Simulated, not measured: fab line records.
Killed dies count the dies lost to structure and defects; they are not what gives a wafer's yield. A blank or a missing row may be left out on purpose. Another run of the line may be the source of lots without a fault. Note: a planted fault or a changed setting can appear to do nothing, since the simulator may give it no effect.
Which tool was responsible? + flow sky130 + Sampling: 15 lots, 43 wafers, 2 of 708 route steps

== WHAT THE GAUGES SHOWED, per wafer ==
SKY_CAP2M_OVL_MEAS_12.
| lot  | measured     | on         | CAP2M_OVL (nm) |
|------|--------------|------------|----------------|
| L897 | day 40 17:47 | overlay-01 | -0.1 -0.7 -0.2 |
| L898 | day 40 22:28 | overlay-02 | -0.6 -1.7 -2.0 |
| L899 | day 41 09:20 | overlay-01 | 2.1 1.4 1.9    |
| L901 | day 42 01:55 | overlay-02 | 1.0 1.7 1.3    |
| L900 | day 42 02:47 | overlay-01 | 1.9 0.5 1.0    |
| L903 | day 42 04:22 | overlay-01 | 1.0 2.3 2.1    |
| L904 | day 43 00:07 | overlay-01 | 2.3 -0.9 0.8   |
| L905 | day 43 00:25 | overlay-01 | -0.6 2.7 -0.3  |
| L906 | day 43 04:14 | overlay-01 | 0.1 -1.6 0.6   |
| L907 | day 43 13:00 | overlay-01 | 0.7 -1.0       |
| L908 | day 43 22:48 | overlay-02 | 1.9 1.1        |
| L909 | day 44 09:32 | overlay-02 | -3.3 -2.7 -3.8 |
| L918 | day 46 02:23 | overlay-02 | 1.1 1.3 2.2    |
| L917 | day 46 03:29 | overlay-01 | 0.0 -0.6 -0.2  |
| L919 | day 46 10:05 | overlay-01 | 0.4 2.0 1.6    |

== TOOL THAT RAN EACH LOT (tool first, then ch and the chambers of the sampled wafers, then the start) ==
| lot  | SKY_CAP2M_SPUTTER_02         |
|------|------------------------------|
| L897 | pvd sputter-02, day 39 16:38 |
| L898 | pvd sputter-02, day 39 22:01 |
| L899 | pvd sputter-02, day 40 09:32 |
| L901 | pvd sputter-03, day 41 02:26 |
| L900 | pvd sputter-04, day 41 03:29 |
| L903 | pvd sputter-02, day 41 05:02 |
| L904 | pvd sputter-02, day 42 01:06 |
| L905 | pvd sputter-02, day 42 02:39 |
| L906 | pvd sputter-03, day 42 04:49 |
| L907 | pvd sputter-02, day 42 13:30 |
| L908 | pvd sputter-03, day 42 23:10 |
| L909 | pvd sputter-04, day 43 10:49 |
| L918 | pvd sputter-03, day 45 05:36 |
| L917 | pvd sputter-03, day 45 06:26 |
| L919 | pvd sputter-02, day 45 12:46 |
- SKY_CAP2M_SPUTTER_02: material TiN, target thk 200 nm, time 166.7 s.

== WHAT THE TOOLS THEMSELVES READ (means of the sampled wafers that have a number; where no wafer has one, the mark that the record gives instead) ==
SKY_CAP2M_SPUTTER_02.
| lot  | tool           | throttle valve pct (%) |
|------|----------------|------------------------|
| L897 | pvd sputter-02 | 29.9                   |
| L898 | pvd sputter-02 | 30.8                   |
| L899 | pvd sputter-02 | 30.5                   |
| L901 | pvd sputter-03 | 29.5                   |
| L900 | pvd sputter-04 | 31.8                   |
| L903 | pvd sputter-02 | 30.1                   |
| L904 | pvd sputter-02 | 30.1                   |
| L905 | pvd sputter-02 | 30.3                   |
| L906 | pvd sputter-03 | 29.6                   |
| L907 | pvd sputter-02 | 29.6                   |
| L908 | pvd sputter-03 | 29.3                   |
| L909 | pvd sputter-04 | 29.2                   |
| L918 | pvd sputter-03 | 30.1                   |
| L917 | pvd sputter-03 | 30.1                   |
| L919 | pvd sputter-02 | 30.3                   |

== THE ANSWER, worked out from the rows above alone ==
Rule: the lots themselves supply what counts as usual. The widest of any qualifying gaps counts: lots, ordered by their means at a reading, are off when they make up no more than a third of the lots, leave a main group of 4 or more, and stand apart from it by 3 or more times the standard deviation of that group's means. Not used: any main group whose means are identical at the precision the tables above print for the reading. Also off: a lot with no number at a reading for which 4 or more lots have one. Where the step has rows for the other lots, those lots are counted as sound. First the gauges in route order, then the tools' own readings, where a lot's mean is used as printed above. At the first step where some lot is off, the reading lying furthest off is the one used; lots without a number count as furthest.
Across all readings shown, no lot is off: no conclusion can be drawn from this.

== WHAT THE SIMULATOR HAD PUT IN ==
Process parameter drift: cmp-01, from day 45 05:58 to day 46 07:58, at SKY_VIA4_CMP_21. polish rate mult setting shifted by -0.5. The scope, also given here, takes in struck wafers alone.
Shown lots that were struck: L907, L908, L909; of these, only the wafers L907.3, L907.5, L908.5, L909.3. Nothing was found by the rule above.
